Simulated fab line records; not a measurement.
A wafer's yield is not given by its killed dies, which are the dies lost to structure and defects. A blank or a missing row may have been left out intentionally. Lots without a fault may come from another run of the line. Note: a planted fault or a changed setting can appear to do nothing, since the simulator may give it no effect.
The same fault as seen by 2 desks    flow sky130    numbers are kept per desk, each desk with only its own; the story behind them comes last

FROM THE METROLOGY DESK
What the gauges read, lot by lot, whatever tool the lot ran on: means of the sampled wafers that have a number. The brackets show how far a lot's mean lies from the usual mean; more than 4 standard deviations puts the lot out of limits, marked OUT.
Columns: A = SONOS_ONO_CVD_02_THK at SKY_SONOS_ONO_THK_MEAS_03, usual 10.48 nm; B = SONOS_ONO_CVD_04_THK at SKY_SONOS_ONO_THK_MEAS_05, usual 5.76 nm; C = cd_nm at SKY_SONOS_ONO_CD_MEAS_13, usual 410.1 nm; D = SONOS_ONO_OVL at SKY_SONOS_ONO_OVL_MEAS_14, usual 0.8 nm
lot   first seen here  A      B     C      D
L712  day 12 03:16     10.64  5.66  409.5  2.3
L715  day 13 07:39     10.47  5.72  408.9  3.1
L721  day 15 01:17     10.39  5.78  409.5  0.0
L725  day 16 04:49     10.49  5.68  414.3  0.2
L732  day 19 07:04     10.48  5.85  406.8  -1.3
This desk found nothing out of limits on any of the 5 lots.

FOR THE TOOL OWNER'S DESK: rie_diel-02
The tool's own readings at SKY_SONOS_ONO_ETCH_15 (etches the open film in CHF3/O2, target depth 19.52 nm, time 7.8 s): means of the sampled wafers that have a number, for each lot that ran on this tool. The brackets show how far a lot's mean lies from the usual mean; more than 4 standard deviations puts the lot out of limits, marked OUT.
Columns: A = chamber_pressure_mTorr at SKY_SONOS_ONO_ETCH_15, usual 40.00 mTorr; B = drypump_motor_current_A at SKY_SONOS_ONO_ETCH_15, usual 5.9 A; C = oes_product_au at SKY_SONOS_ONO_ETCH_15, usual 0.999 a.u.; D = throttle_valve_pct at SKY_SONOS_ONO_ETCH_15, usual 8.825 %
lot   first seen here  A      B    C      D
L725  day 17 10:34     40.00  6.2  0.997  8.833
L732  day 20 15:34     40.02  5.7  1.005  8.818
This desk found nothing out of limits on any of the 2 lots.

PUT TOGETHER
The metrology desk saw nothing out of limits.
The tool owner's desk saw nothing out of limits.

WHAT WAS PUT IN BY THE SIMULATOR
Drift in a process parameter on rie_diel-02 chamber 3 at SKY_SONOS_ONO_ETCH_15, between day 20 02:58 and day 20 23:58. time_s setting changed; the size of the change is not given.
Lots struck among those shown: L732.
